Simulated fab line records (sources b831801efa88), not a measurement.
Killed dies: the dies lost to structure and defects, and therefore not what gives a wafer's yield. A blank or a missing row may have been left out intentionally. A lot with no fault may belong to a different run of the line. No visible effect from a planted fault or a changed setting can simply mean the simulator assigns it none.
2 desks, one fault / flow sky130 / every desk sees just its own numbers, and what lay behind them comes last

DESK OF THE TOOL OWNER: cmp-02
The tool's own readings at SKY_VIA3_CMP_02 (polishes SiO2): means of the sampled wafers that have a number, for each lot that ran on this tool. Marked OUT: a lot whose mean sits more than 4 standard deviations from the usual mean, which makes it out of limits; the brackets give that distance.
Columns: A = motor current A at SKY_VIA3_CMP_02, usual 12.0 A
lot=L241; first seen here=day 39 22:37; A=11.4
lot=L245; first seen here=day 40 16:50; A=12.3
lot=L246; first seen here=day 40 23:01; A=12.0
This desk's finding: nothing out of limits on any of the 3 lots.

THE METROLOGY DESK
Lot by lot, what the gauges showed, no matter which tool ran the lot: averages of those sampled wafers that carry a number. Marked OUT: a lot whose mean sits more than 4 standard deviations from the usual mean, which makes it out of limits; the brackets give that distance. Shown here are 7 of its 9 readings, the ones lying furthest out on some lot.
Columns: A = cd nm at SKY_METAL3_CD_MEAS_13, usual 300.0 nm; B = METAL3_OVL at SKY_METAL3_OVL_MEAS_14, usual -2 nm; C = VIA3_HDPCVD_THK at SKY_VIA3_THK_MEAS_01, usual 1638 nm; D = VIA3_BOW at SKY_VIA3_BOW_MEAS_03, usual 79 um; E = cd nm at SKY_VIA3_CD_MEAS_12, usual 200.5 nm; F = VIA3_OVL at SKY_VIA3_OVL_MEAS_13, usual -1 nm; G = CAP2M_CVD_00_THK at SKY_CAP2M_THK_MEAS_01, usual 15.57 nm
lot=L241; first seen here=day 39 21:17; A=300.4; B=-6; C=1640; D=81; E=200.9; F=1; G=15.90
lot=L245; first seen here=day 40 15:24; A=301.7; B=-15; C=1644; D=78; E=200.7; F=2; G=15.52
lot=L246; first seen here=day 40 20:48; A=300.5; B=-2; C=1641; D=91; E=199.8; F=2; G=15.49
lot=L254; first seen here=day 43 09:58; A=299.2; B=0; C=1660; D=85; E=199.9; F=-3; G=15.56
lot=L255; first seen here=day 43 14:34; A=298.4; B=2; C=1620; D=86; E=199.3; F=-7; G=15.51
This desk's finding: nothing out of limits on any of the 5 lots.

BROUGHT TOGETHER
Nothing out of limits was seen by the tool owner's desk.
Nothing out of limits was seen by the metrology desk.

WHAT WAS PUT IN BY THE SIMULATOR
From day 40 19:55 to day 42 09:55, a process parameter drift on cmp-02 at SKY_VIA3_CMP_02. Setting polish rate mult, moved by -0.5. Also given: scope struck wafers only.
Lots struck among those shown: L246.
